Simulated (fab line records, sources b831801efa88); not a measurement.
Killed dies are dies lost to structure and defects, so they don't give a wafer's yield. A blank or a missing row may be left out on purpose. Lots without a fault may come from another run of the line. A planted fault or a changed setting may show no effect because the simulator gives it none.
Problem report in the 8D (eight disciplines) form, filled by code | flow gf180mcu | the parts of the form that need people (team, actions taken, sign-off) are left out

1. THE PROBLEM
PASSIVATION_CVD_02_THK at GF_PASSIVATION_THK_MEAS_03 reads a mean of 609 nm on 6 wafers of 2 lots; wafers without a fault read 705 nm with a standard deviation of 11. That is -8.8 standard deviations from the usual mean.
First seen on wafer L573.2, day 32 05:11, on film_metro-02. The record holds 36 wafers of 12 lots with a number at this step. Rule for "out", or "out of limits": more than 4 standard deviations from the usual mean. The other wafers with a number count as sound.

2. WHAT IT IS AND WHAT IT IS NOT
question                    | is                     | is not
which readings at this step | PASSIVATION_CVD_02_THK | -
which lots                  | L573, L575             | L561, L562, L563, L566, L574, L577, L578, L581, L583, L584
which wafers of those lots  | all that have a number | -
read on which gauges        | film_metro-02          | film_metro-01, film_metro-04
when                        | from day 32 05:11      | up to then (12 sound wafers); but 18 sound wafers of L574, L577, L578, L581, L583, L584 came after

3. SUSPECTS, AND WHAT RULES EACH OUT
Counting: a tool at a process step up to the reading stays a suspect if it ran every lot that is out and no sound lot after the first of them.
- the gauge at GF_PASSIVATION_THK_MEAS_03: ruled out. All the wafers that are out were read on film_metro-02, but those of them that GF_PASSIVATION_CVD_02 has rows for are out there too, on other tools.
- pecvd-02 at GF_PASSIVATION_CVD_02 (deposits Si3N4, target thk 700 nm, time 486.18 s): kept. It ran every lot that is out, first L573 (day 32 04:53), and no sound lot after that; its last sound lot up to then is L566 (day 29 18:51). Its own readings are out on those wafers: rf_fwd_power_W.
Left after counting: pecvd-02 at GF_PASSIVATION_CVD_02.

4. THE CAUSE (what the simulator had put in)
Process parameter drift: pecvd-02, from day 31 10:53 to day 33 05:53, at GF_PASSIVATION_CVD_02. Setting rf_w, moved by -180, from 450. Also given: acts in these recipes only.
Counting left only this tool.

5. THE CHAIN OF EFFECTS, in route order
Each row: a reading whose mean over the struck wafers that have a number lies more than 3 standard deviations from the usual. Only readings for which the record gives a usual standard deviation are gone through. hours: the time from each lot's start at the first step in this table that gives one to its start at this step, as a median over the lots. sigmas: the change in usual standard deviations.
hours | step                       | reading                | usual   | on struck wafers | change | sigmas
0     | GF_PASSIVATION_CVD_02      | rf_fwd_power_W         | 449.2 W | 268.9            | -180.2 | -99 or more
0     | GF_PASSIVATION_THK_MEAS_03 | PASSIVATION_CVD_02_THK | 705 nm  | 609              | -96    | -8.8
The process steps in it:
- GF_PASSIVATION_CVD_02: deposits Si3N4, target thk 700 nm, time 486.18 s.

6. WHAT WOULD HAVE CAUGHT IT SOONER
In this record the first reading out of limits at a measuring or inspecting step was taken at day 32 05:11, 18 hours after the fault began at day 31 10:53.
The tool's own readings at GF_PASSIVATION_CVD_02 were out on every struck wafer that the step has a row for (rf_fwd_power_W): an alarm limit on them would have fired on the first of those.
Of the lots that are out (2), L575 began GF_PASSIVATION_CVD_02 on pecvd-02 after day 32 05:11. A hold on the tool at that time would have spared it.
